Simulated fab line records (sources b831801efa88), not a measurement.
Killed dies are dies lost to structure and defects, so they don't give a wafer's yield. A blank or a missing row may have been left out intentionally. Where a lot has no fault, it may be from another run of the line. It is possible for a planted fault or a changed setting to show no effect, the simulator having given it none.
Which of the tools did it? + flow gf180mcu + 42 wafers from 14 lots sampled at 3 of the route's 602 steps

WHAT THE GAUGES SHOWED, per wafer
GF_V4_RS_MEAS_24: a four-point-probe measurement. Usual: for V4_W_RS the level is 0.327 ohm/sq and the standard deviation is 0.0037.
| lot  | measured     | on            | V4_W_RS (ohm/sq)  | flag |
|------|--------------|---------------|-------------------|------|
| L704 | day 24 12:22 | film metro-03 | 0.326 0.330 0.326 |      |
| L705 | day 25 02:12 | film metro-03 | 0.331 0.323 0.330 |      |
| L706 | day 25 13:44 | film metro-04 | 0.328 0.325 0.330 |      |
| L707 | day 25 23:50 | film metro-03 | 0.327 0.330 0.325 |      |
| L708 | day 26 04:53 | film metro-03 | 0.320 0.322 0.323 |      |
| L710 | day 26 21:11 | film metro-03 | 0.329 0.322 0.331 |      |
| L709 | day 27 00:28 | film metro-03 | 0.330 0.329 0.331 |      |
| L713 | day 27 23:38 | film metro-03 | 0.328 0.333 0.333 |      |
| L715 | day 28 08:22 | film metro-02 | 0.326 0.325 0.328 |      |
| L716 | day 28 20:52 | film metro-04 | 0.327 0.327 0.325 |      |
| L717 | day 29 00:49 | film metro-04 | 0.329 0.333 0.326 |      |
| L719 | day 29 15:37 | film metro-02 | 0.321 0.329 0.328 |      |
| L722 | day 30 06:12 | film metro-04 | 0.329 0.331 0.328 |      |
| L726 | day 31 06:52 | film metro-02 | 0.321 0.323 0.331 |      |

GF_MIM_THK_MEAS_11: measures by xrf. Usual: for MIM_ALCU_THK the level is 199.2 nm and the standard deviation is 2.
| lot  | measured     | on            | MIM_ALCU_THK (nm) | flag |
|------|--------------|---------------|-------------------|------|
| L704 | day 24 13:28 | film metro-04 | 200.9 198.4 197.4 |      |
| L705 | day 25 03:13 | film metro-04 | 201.7 203.1 203.1 |      |
| L706 | day 25 14:44 | film metro-01 | 202.2 201.2 200.2 |      |
| L707 | day 26 00:50 | film metro-01 | 198.6 199.6 198.6 |      |
| L708 | day 26 05:53 | film metro-03 | 199.3 197.3 197.7 |      |
| L710 | day 26 22:12 | film metro-03 | 198.6 197.5 198.3 |      |
| L709 | day 27 01:29 | film metro-01 | 197.9 197.8 199.2 |      |
| L713 | day 28 00:38 | film metro-04 | 199.1 200.2 199.7 |      |
| L715 | day 28 09:22 | film metro-01 | 198.0 197.8 200.1 |      |
| L716 | day 28 21:51 | film metro-01 | 200.8 198.4 199.5 |      |
| L717 | day 29 01:49 | film metro-01 | 200.1 198.4 199.6 |      |
| L719 | day 29 16:38 | film metro-01 | 200.4 201.5 201.2 |      |
| L722 | day 30 07:13 | film metro-01 | 200.4 198.8 200.2 |      |
| L726 | day 31 07:53 | film metro-01 | 196.2 195.1 195.5 |      |

EACH LOT AND THE TOOL THAT RAN IT (in order: tool; ch and the chambers of the sampled wafers; start)
| lot  | GF_MIM_SPUTTER_01            |
|------|------------------------------|
| L704 | pvd sputter-01, day 24 13:02 |
| L705 | pvd sputter-01, day 25 02:47 |
| L706 | pvd sputter-02, day 25 14:18 |
| L707 | pvd sputter-03, day 26 00:25 |
| L708 | pvd sputter-01, day 26 05:27 |
| L710 | pvd sputter-01, day 26 21:46 |
| L709 | pvd sputter-01, day 27 01:03 |
| L713 | pvd sputter-02, day 28 00:13 |
| L715 | pvd sputter-02, day 28 08:54 |
| L716 | pvd sputter-03, day 28 21:24 |
| L717 | pvd sputter-01, day 29 01:23 |
| L719 | pvd sputter-01, day 29 16:11 |
| L722 | pvd sputter-02, day 30 06:46 |
| L726 | pvd sputter-01, day 31 07:26 |
- GF_MIM_SPUTTER_01: material TiN, target thk 30 nm, time 25 s.

AS READ BY THE TOOLS THEMSELVES (means over the sampled wafers that have a number; for cases with no such wafer, the mark the record gives instead)
GF_MIM_SPUTTER_01. Usual: throttle valve pct reads 29.7 % (standard deviation 0.83).
| lot  | tool           | throttle valve pct (%) | flag |
|------|----------------|------------------------|------|
| L704 | pvd sputter-01 | 29.5                   |      |
| L705 | pvd sputter-01 | 29.2                   |      |
| L706 | pvd sputter-02 | 29.2                   |      |
| L707 | pvd sputter-03 | 30.6                   |      |
| L708 | pvd sputter-01 | 29.4                   |      |
| L710 | pvd sputter-01 | 29.5                   |      |
| L709 | pvd sputter-01 | 29.5                   |      |
| L713 | pvd sputter-02 | 29.1                   |      |
| L715 | pvd sputter-02 | 29.0                   |      |
| L716 | pvd sputter-03 | 30.7                   |      |
| L717 | pvd sputter-01 | 30.2                   |      |
| L719 | pvd sputter-01 | 29.6                   |      |
| L722 | pvd sputter-02 | 29.4                   |      |
| L726 | pvd sputter-01 | 29.3                   |      |

THE ANSWER, worked out from the rows above alone
Rule: a lot is off if the mean of its wafers that have a number lies more than 3 standard deviations from the usual mean. Also off: a lot with no number at a reading for which 4 or more lots have one. The other lots that the step has rows for count as sound. The gauges are gone through in route order, then the tools' own readings, and for those a lot's mean is taken as printed above. At the first step where some lot is off, the reading lying furthest off is the one used; lots without a number count as furthest.
Across all readings shown, no lot is off: no conclusion can be drawn from this.

WHAT THE SIMULATOR HAD PUT IN
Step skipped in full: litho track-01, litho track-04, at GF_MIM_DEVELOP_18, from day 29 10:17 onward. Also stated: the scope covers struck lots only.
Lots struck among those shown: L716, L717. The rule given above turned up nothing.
